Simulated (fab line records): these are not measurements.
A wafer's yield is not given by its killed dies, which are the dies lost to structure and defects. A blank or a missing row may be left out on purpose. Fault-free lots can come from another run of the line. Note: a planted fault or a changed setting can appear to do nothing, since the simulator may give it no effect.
Problem report in the 8D (eight disciplines) form, filled by code	flow sky130	the parts of the form that need people (team, actions taken, sign-off) are left out

1. WHAT WENT WRONG
Mean LOCAL_INTERCONNECT_TIN_RS at SKY_LOCAL_INTERCONNECT_RS_MEAS_01: 12.72 ohm/sq over 4 wafers in 3 lots; fault-free wafers: 14.20 ohm/sq, standard deviation 0.14. Measured from the usual mean, that is -11 standard deviations.
The step: measures by four-point-probe.
The first sign was on wafer L137.1 at day 32 04:44, on filmMetro-03. Wafers with a number at this step in the record: 31, from 11 lots. The rule behind "out" and "out of limits": a value lying over 4 standard deviations away from the usual mean. The other wafers with a number count as sound.

2. WHAT THIS IS AND IS NOT
question	is	is not
which readings at this step	LOCAL_INTERCONNECT_TIN_RS	-
which lots	L137, L138, L139	L130, L141, L142, L143, L148, L149, L150, L151
which wafers of those lots	L137.1, L137.4, L138.1, L139.1	L138.2, L138.3, L139.6
read on which gauges	filmMetro-01, filmMetro-03	filmMetro-02
when	from day 32 04:44	up to then (3 sound wafers); but 24 sound wafers of L138, L139, L141, L142, L143, L148, L149, L150, L151 came after

3. WHAT RULES OUT EACH SUSPECT
Counting: any tool at a process step up to the reading remains a suspect provided it ran every lot that is out. Sound lots after the first of them don't rule it out here, since some wafers of a struck lot are sound.
- the gauge at SKY_LOCAL_INTERCONNECT_RS_MEAS_01: ruled out. The wafers that are out were read on 2 gauges (filmMetro-01, filmMetro-03).
- pvdSputter-01 at SKY_LOCAL_INTERCONNECT_SPUTTER_00 (material TiN, target thk 100 nm, time 83.3 s): kept. It ran every lot that is out, first L137 (day 32 04:40); its last sound lot up to then is L130 (day 30 04:28).
The count leaves pvdSputter-01 at SKY_LOCAL_INTERCONNECT_SPUTTER_00.

4. THE CAUSE (what the simulator had put in)
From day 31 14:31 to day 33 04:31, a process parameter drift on pvdSputter-01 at SKY_LOCAL_INTERCONNECT_SPUTTER_00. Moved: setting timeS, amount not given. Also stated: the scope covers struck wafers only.
Only this tool survived the counting.

5. THE CHAIN OF EFFECTS, in route order
Each row: a reading where the mean over the struck wafers with a number is more than 3 standard deviations away from the usual. Only readings whose record carries a usual standard deviation are examined. hours: median over the lots of the time between each lot's start at the first step of this table that gives one and its start at this step. sigmas: the change, counted in usual standard deviations.
hours	step	reading	usual	on struck wafers	change	sigmas
0	SKY_LOCAL_INTERCONNECT_RS_MEAS_01	LOCAL_INTERCONNECT_TIN_RS	14.20 ohm/sq	12.72	-1.48	-11
0	SKY_LOCAL_INTERCONNECT_THK_MEAS_02	LOCAL_INTERCONNECT_TIN_THK	99.2 nm	109.9	+10.7	+11
27	SKY_LOCAL_INTERCONNECT_METAL_ETCH_14	oesProductAu	0.940 a.u.	1.000	+0.060	+9.1
27	SKY_LOCAL_INTERCONNECT_METAL_ETCH_14	throttleValvePct	21.902 %	21.865	-0.037	-3.3
Here are the process steps it includes:
- SKY_LOCAL_INTERCONNECT_METAL_ETCH_14: etches TiN in Cl2/BCl3, stops on PSG, target depth 110 nm, time 31.4 s.
Later steps that measure or inspect, where all struck wafers having a row at the step show a number for every such reading and not one has moved that far: SKY_LOCAL_INTERCONNECT_OVL_MEAS_12.

6. WHAT WOULD HAVE CAUGHT IT SOONER
14 hours passed between the start of the fault at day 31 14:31 and the first reading out of limits at a measuring or inspecting step in this record, taken at day 32 04:44.
Of the tool readings at SKY_LOCAL_INTERCONNECT_SPUTTER_00 for which the record gives a usual standard deviation, none was out on any struck wafer, so an alarm limit of 4 standard deviations on them would not have fired.
Of the lots that are out (3), L138, L139 began SKY_LOCAL_INTERCONNECT_SPUTTER_00 on pvdSputter-01 after day 32 04:44. A hold on the tool at that time would have spared those 2.
